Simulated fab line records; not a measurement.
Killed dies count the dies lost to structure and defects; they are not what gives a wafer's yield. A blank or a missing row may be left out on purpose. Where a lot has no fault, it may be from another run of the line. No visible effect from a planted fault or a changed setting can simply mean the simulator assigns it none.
One fault through the eyes of 2 desks | flow gf180mcu | numbers are kept per desk, each desk with only its own; the story behind them comes last

== AT THE METROLOGY DESK ==
Lot by lot, what the gauges showed, no matter which tool ran the lot: averages of those sampled wafers that carry a number. The brackets show how far a lot's mean lies from the usual mean; more than 4 standard deviations puts the lot out of limits, marked OUT.
Columns: A = M2_ALCU_RS at GF_M2_RS_MEAS_05, usual 0.0698 ohm/sq
lot  | first seen here | A
L223 | day 18 02:05    | 0.0695
L224 | day 18 10:45    | 0.0695
L225 | day 18 20:10    | 0.0702
L226 | day 19 08:05    | 0.0706
L231 | day 21 03:27    | 0.0700
L233 | day 22 00:44    | 0.0710
L234 | day 22 10:41    | 0.0692
L235 | day 22 14:25    | 0.0691
L236 | day 22 21:53    | 0.0703
L240 | day 24 05:23    | 0.0708
L243 | day 25 19:40    | 0.0703
L245 | day 25 20:16    | 0.0690
This desk's finding: nothing out of limits on any of the 12 lots.

== FOR THE TOOL OWNER'S DESK: krf_scanner-02 ==
The tool's own readings at GF_V2_EXPOSE_11 (exposes mask Via2, target cd 260 nm): means of the sampled wafers that have a number, for each lot that ran on this tool. The brackets show how far a lot's mean lies from the usual mean; more than 4 standard deviations puts the lot out of limits, marked OUT.
Columns: A = exposure_dose_mJ_cm2 at GF_V2_EXPOSE_11, usual 38.01
lot  | first seen here | A
L224 | day 20 01:32    | 38.03
L226 | day 20 22:11    | 38.01
L231 | day 22 16:04    | 37.10 (-21) OUT
L234 | day 23 22:42    | 37.26 (-17) OUT
L236 | day 24 08:56    | 37.47 (-12) OUT
This desk's verdict: out of limits on L231, L234, L236, starting with L231 at day 22 16:04 (exposure_dose_mJ_cm2 at GF_V2_EXPOSE_11). Within limits: L224, L226.

== ALL TOGETHER ==
On L231, L234, L236, at day 22 16:04, an alarm was possible from the tool owner's desk.
The metrology desk saw nothing out of limits.
The metrology desk holds a record of L231, L234, L236, inside its limits.
On krf_scanner-02, each named lot ran GF_V2_EXPOSE_11.

== WHAT THE SIMULATOR HAD PUT IN ==
Drift in process parameters on krf_scanner-02 at GF_V2_EXPOSE_11, starting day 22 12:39. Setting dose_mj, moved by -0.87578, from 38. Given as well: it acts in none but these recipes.
Lots struck among those shown: L231, L234, L236.
Each desk's first reading out of limits, in hours after the fault started: the tool owner's desk, 3.
